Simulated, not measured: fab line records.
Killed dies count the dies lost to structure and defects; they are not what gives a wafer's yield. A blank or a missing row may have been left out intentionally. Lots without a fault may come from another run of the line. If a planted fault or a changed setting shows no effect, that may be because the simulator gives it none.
fab line records	flow sky130
[record] lots = 12	wafers = 36	last-day = 50
route steps=708 shown SONOS_ONO@169 GATE_OXIDE@188
lots that met no fault: from a run of the same line without faults
start-h: start of the lot's first displayed wafer, in hours after the record's first day	wait-h: time in hours since the lot's previous step	" unchanged from the row above	L1.1+2: several wafers, shown together as one row	- value missing, or start not given	* or withheld: withheld	< > ~ a bound
route shown NAME@n: NAME is a module with steps in the file, n the number in the route of the first one	usual: mean/standard deviation taken from wafers without a fault	same: alike in all rows	chamber/n: place in a boat	sites: per-site readings	_std_site: standard deviation across them	_edge_site: inner sites' mean taken away from outer sites' mean	radius-mm: for every site, how far away it sits from the centre of the wafer	mask NAME#n: copy n	behind: the tool/chamber that last shaped the wafer	hold: why the lot went on hold/how many hours it stayed there/how the hold came to an end	device: transistor that didn't switch, given as n, p or np	end of line: the route-end tests of the same wafers	a step without rows: its recipe alone	killed: at the first sort, the dies lost to defects and structure; wafer yield is something else	map: shows each die of a wafer: x if killed, . if not, _ if none is there
set.NAME: the setting the step ran with; set.NAME@STEP: the setting that earlier step ran with	model.NAME: the simulator's own value behind a step, which no gauge read
one table for each step of the route and one row for each wafer, over a sample of lots
services: from which hour (start-h, from the record's first day; less than 0 if before it) a tool's chamber was out of use, for how many hours, and why
[[steps]]
[step SKY_SONOS_ONO_THK_MEAS_01]
[recipe] reads = SiO2_of_SONOS_ONO_OXIDATION_00
[usual] SONOS_ONO_OXIDATION_THK = 2.59/0.057
lot.wafer	tool	chamber	start-h	wait-h	SONOS_ONO_OXIDATION_THK[nm]
L852.3	film-metro-02	-	253.15	0.0	2.56
L852.5	"	-	"	"	2.55
L852.6	"	-	"	"	2.57
L853.1	film-metro-04	-	259.59	0.0	2.52
L853.3	"	-	"	"	2.50
L853.6	"	-	"	"	2.62
L856.2	film-metro-02	-	311.61	0.0	2.69
L856.4	"	-	"	"	2.62
L856.6	"	-	"	"	2.66
L857.2	film-metro-01	-	324.46	0.0	2.66
L857.4	"	-	"	"	2.72
L857.6	"	-	"	"	2.71
L859.3	film-metro-01	-	332.54	0.0	2.54
L859.5	"	-	"	"	2.62
L859.6	"	-	"	"	2.54
L860.2	film-metro-01	-	334.38	0.0	2.72
L860.3	"	-	"	"	2.73
L860.6	"	-	"	"	2.65
L861.2	film-metro-01	-	336.60	0.0	2.61
L861.3	"	-	"	"	2.60
L861.6	"	-	"	"	2.56
L863.3	film-metro-01	-	340.48	0.0	2.72
L863.4	"	-	"	"	2.60
L863.5	"	-	"	"	2.62
L870.2	film-metro-02	-	404.80	0.0	2.63
L870.4	"	-	"	"	2.66
L870.5	"	-	"	"	2.63
L871.1	film-metro-02	-	408.47	0.0	2.61
L871.2	"	-	"	"	2.61
L871.6	"	-	"	"	2.60
L872.1	film-metro-02	-	414.29	0.0	2.49
L872.5	"	-	"	"	2.58
L872.6	"	-	"	"	2.52
L873.4	film-metro-04	-	434.67	0.0	2.55
L873.5	"	-	"	"	2.61
L873.6	"	-	"	"	2.59
[step SKY_SONOS_ONO_OVL_MEAS_14]
[usual] SONOS_ONO_OVL = -1.7/1.5
lot.wafer	tool	chamber	start-h	wait-h	SONOS_ONO_OVL[nm]
L852.3	overlay-02	-	281.10	0.1	-2.9
L852.5	"	-	"	"	-0.2
L852.6	"	-	"	"	-2.4
L853.1	overlay-02	-	288.75	0.1	-1.7
L853.3	"	-	"	"	-0.8
L853.6	"	-	"	"	-1.3
L856.2	overlay-02	-	340.25	0.1	0.4
L856.4	"	-	"	"	-2.3
L856.6	"	-	"	"	0.1
L857.2	overlay-01	-	352.85	0.1	-1.4
L857.4	"	-	"	"	-2.8
L857.6	"	-	"	"	-1.1
L859.3	overlay-01	-	366.15	0.1	-0.2
L859.5	"	-	"	"	-1.7
L859.6	"	-	"	"	-0.9
L860.2	overlay-01	-	366.27	0.1	-2.9
L860.3	"	-	"	"	-2.9
L860.6	"	-	"	"	-3.6
L861.2	overlay-02	-	368.41	0.1	-1.3
L861.3	"	-	"	"	0.0
L861.6	"	-	"	"	-0.7
L863.3	overlay-02	-	374.11	0.1	-2.9
L863.4	"	-	"	"	-0.7
L863.5	"	-	"	"	-1.2
L870.2	overlay-02	-	438.40	0.1	-2.9
L870.4	"	-	"	"	-1.1
L870.5	"	-	"	"	-2.6
L871.1	overlay-02	-	441.55	0.1	-1.7
L871.2	"	-	"	"	-0.2
L871.6	"	-	"	"	-0.5
L872.1	overlay-01	-	447.44	0.1	-2.3
L872.5	"	-	"	"	-1.2
L872.6	"	-	"	"	-2.0
L873.4	overlay-01	-	467.31	0.1	-1.4
L873.5	"	-	"	"	0.4
L873.6	"	-	"	"	-0.8
[step SKY_SONOS_ONO_ETCH_15]
[recipe] target-depth-nm = 19.52	chemistry = CHF3/O2	source-w = 600	bias-w = 200	pressure-mtorr = 40	chf3-flow-sccm = 50	O2_flow_sccm = 5	time-s = 7.8
[usual] drypump-motor-current-A = 5.7/0.53	oes-product-au = 1.007/0.0071	throttle-valve-pct = 8.826/0.0089
lot.wafer	tool	chamber	start-h	wait-h	drypump-motor-current-A	oes-product-au	rf-hours-counter-h	throttle-valve-pct
L852.3	rie-diel-02	1	281.13	0.0	5.6	1.000	90	8.830
L852.5	"	1	"	"	5.6	1.014	-	8.828
L852.6	"	0	"	"	6.3	1.004	-	8.824
L853.1	rie-diel-03	0	288.78	0.0	6.3	0.996	9	8.827
L853.3	"	3	"	"	5.2	1.005	24	8.829
L853.6	"	1	"	"	5.4	1.006	-	8.828
L856.2	rie-diel-02	1	340.28	0.0	5.5	1.013	92	8.823
L856.4	"	2	"	"	5.5	1.013	6	8.820
L856.6	"	0	"	"	6.3	1.010	-	8.828
L857.2	rie-diel-03	3	352.88	0.0	5.2	1.005	25	8.842
L857.4	"	1	"	"	5.4	1.011	-	8.825
L857.6	"	3	"	"	5.2	1.004	-	8.834
L859.3	rie-diel-03	1	366.18	0.0	5.4	1.010	98	8.827
L859.5	"	3	"	"	5.2	1.006	-	8.812
L859.6	"	0	"	"	6.3	1.015	-	8.826
L860.2	rie-diel-01	0	366.30	0.0	5.0	1.014	3	8.832
L860.3	"	3	"	"	5.9	1.005	107	8.822
L860.6	"	1	"	"	5.6	1.014	-	8.831
L861.2	rie-diel-01	2	368.44	0.0	5.7	1.018	92	8.824
L861.3	"	1	"	"	5.6	1.019	72	8.833
L861.6	"	0	"	"	5.0	1.017	-	8.834
L863.3	rie-diel-03	2	374.13	0.0	5.1	0.997	0	8.820
L863.4	"	0	"	"	6.3	1.021	10	8.824
L863.5	"	3	"	"	5.2	1.013	-	8.821
L870.2	rie-diel-02	3	438.43	0.0	6.8	1.001	3	8.809
L870.4	"	0	"	"	6.3	1.009	4	8.832
L870.5	"	2	"	"	5.5	1.000	-	8.822
L871.1	rie-diel-02	3	441.58	0.0	6.8	1.002	3	8.810
L871.2	"	0	"	"	6.3	1.002	4	8.826
L871.6	"	0	"	"	6.3	1.002	-	8.827
L872.1	rie-diel-03	3	447.48	0.0	5.2	1.015	27	8.811
L872.5	"	0	"	"	6.2	1.018	-	8.820
L872.6	"	1	"	"	5.4	1.011	-	8.838
L873.4	rie-diel-03	0	467.34	0.0	6.3	1.024	-	8.829
L873.5	"	3	"	"	5.2	1.017	-	8.840
L873.6	"	2	"	"	5.1	1.003	-	8.823
[step SKY_GATE_OXIDE_OXIDATION_01]
[recipe] temp-c = 900	ambient = O2	stabilise-s = 600	purge-s = 300	target-thk-a = 102.68	ox-time-s = 1473
[usual] ox-time-s = 1473/0
lot.wafer	tool	chamber	start-h	wait-h	ox-time-s
L852.3	furnace-02	0	282.79	1.3	1473
L852.5	"	0	"	"	1473
L852.6	"	0	"	"	1473
L853.1	furnace-02	0	290.22	1.1	1473
L853.3	"	0	"	"	1473
L853.6	"	0	"	"	1473
L856.2	furnace-01	0	341.45	0.9	1473
L856.4	"	0	"	"	1473
L856.6	"	0	"	"	1473
L857.2	furnace-01	0	354.15	0.9	1473
L857.4	"	0	"	"	1473
L857.6	"	0	"	"	1473
L859.3	furnace-01	0	370.55	4.0	1473
L859.5	"	0	"	"	1473
L859.6	"	0	"	"	1473
L860.2	furnace-01	0	370.55	3.9	1473
L860.3	"	0	"	"	1473
L860.6	"	0	"	"	1473
L861.2	furnace-01	0	370.55	1.8	1473
L861.3	"	0	"	"	1473
L861.6	"	0	"	"	1473
L863.3	furnace-02	0	381.61	7.2	1473
L863.4	"	0	"	"	1473
L863.5	"	0	"	"	1473
L870.2	furnace-02	0	439.01	0.3	1473
L870.4	"	0	"	"	1473
L870.5	"	0	"	"	1473
L871.1	furnace-02	0	441.92	0.0	1473
L871.2	"	0	"	"	1473
L871.6	"	0	"	"	1473
L872.1	furnace-01	0	448.56	0.8	1296.2
L872.5	"	0	"	"	1296.2
L872.6	"	0	"	"	1296.2
L873.4	furnace-01	0	467.94	0.3	1296.2
L873.5	"	0	"	"	1296.2
L873.6	"	0	"	"	1296.2
[step SKY_GATE_OXIDE_THK_MEAS_02]
[recipe] reads = SiO2_of_GATE_OXIDE_OXIDATION_01
[usual] GATE_OXIDE_OXIDATION_00_THK = 10.23/0.2
lot.wafer	tool	chamber	start-h	wait-h	GATE_OXIDE_OXIDATION_00_THK[nm]
L852.3	film-metro-03	-	284.22	0.0	9.84
L852.5	"	-	"	"	9.87
L852.6	"	-	"	"	9.93
L853.1	film-metro-02	-	291.63	0.0	10.22
L853.3	"	-	"	"	9.94
L853.6	"	-	"	"	10.05
L856.2	film-metro-02	-	342.87	0.0	10.59
L856.4	"	-	"	"	10.63
L856.6	"	-	"	"	10.69
L857.2	film-metro-01	-	355.57	0.0	10.22
L857.4	"	-	"	"	10.30
L857.6	"	-	"	"	10.23
L860.2	film-metro-03	-	371.97	0.0	9.95
L860.3	"	-	"	"	9.78
L860.6	"	-	"	"	9.83
L859.3	film-metro-01	-	371.98	0.0	10.34
L859.5	"	-	"	"	10.10
L859.6	"	-	"	"	10.41
L861.2	film-metro-01	-	372.03	0.1	10.35
L861.3	"	-	"	"	10.31
L861.6	"	-	"	"	10.49
L863.3	film-metro-02	-	383.04	0.0	10.50
L863.4	"	-	"	"	10.55
L863.5	"	-	"	"	10.47
L870.2	film-metro-02	-	440.43	0.0	10.23
L870.4	"	-	"	"	10.51
L870.5	"	-	"	"	10.45
L871.1	film-metro-03	-	443.33	0.0	10.17
L871.2	"	-	"	"	10.22
L871.6	"	-	"	"	10.14
L872.1	film-metro-02	-	449.97	0.0	9.23
L872.5	"	-	"	"	9.18
L872.6	"	-	"	"	9.18
L873.4	film-metro-03	-	469.38	0.0	9.07
L873.5	"	-	"	"	9.13
L873.6	"	-	"	"	9.03
[[services]]
tool	chamber	start-h	hours	kind
rie-diel-01	1	261.48	17.9	repair
rie-diel-02	3	266.79	-	clean
rie-diel-02	3	266.79	23.5	scheduled-down
rie-diel-02	3	266.79	23.5	vent-cycle
furnace-01	-	288.12	1.7	pm
rie-diel-01	0	297.87	5.3	repair
furnace-02	-	310.45	3.1	pm
rie-diel-01	3	312.67	14.2	repair
rie-diel-02	-	321.61	0.1	repair
rie-diel-02	3	326.49	7.8	repair
rie-diel-03	2	352.08	-	clean
rie-diel-03	2	352.08	15.3	scheduled-down
rie-diel-03	2	352.08	15.3	vent-cycle
furnace-01	-	355.56	2.6	pm
furnace-02	-	359.44	18.8	repair
furnace-01	-	381.77	3.9	pm
furnace-01	-	396.63	3.9	repair
rie-diel-01	3	398.42	-	clean
rie-diel-01	3	398.42	25.1	scheduled-down
rie-diel-03	-	422.04	0.5	repair
rie-diel-03	1	455.42	-	clean
rie-diel-03	1	455.42	28.0	scheduled-down
rie-diel-03	1	455.42	28.0	vent-cycle
furnace-02	-	461.38	1.4	repair
[[key]]
[first-sign] step = SKY_GATE_OXIDE_OXIDATION_01	reading = ox-time-s	direction = down	sigmas = 99+	usual = *	struck = *
[effect] step = SKY_GATE_OXIDE_THK_MEAS_02	reading = GATE_OXIDE_OXIDATION_00_THK	direction = down	sigmas = 5.4	usual = 10.23	struck = 9.14
met-at SKY_GATE_OXIDE_OXIDATION_01
struck-lots L872,L873
tester-left-out L872,L873
not-acting-at SKY_SONOS_ONO_THK_MEAS_01,SKY_SONOS_ONO_OVL_MEAS_14,SKY_SONOS_ONO_ETCH_15
onset-between 370.55 448.56
[fault] kind = process-parameter-drift	tool = furnace-01	chamber = -	onset-h = 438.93	steps = SKY_GATE_OXIDE_OXIDATION_01	channel = ox-time-s	offset = *	shape = step	end-h = 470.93	acts-in = *	stated = *
// tester-left-out: of these lots the tester's yield and bins aren't shown, on N5 and GAA mostly nor the transistor test; their killed dies are dies lost to structure and defects alone, not to doping, threshold or leakage, so they don't give the yield
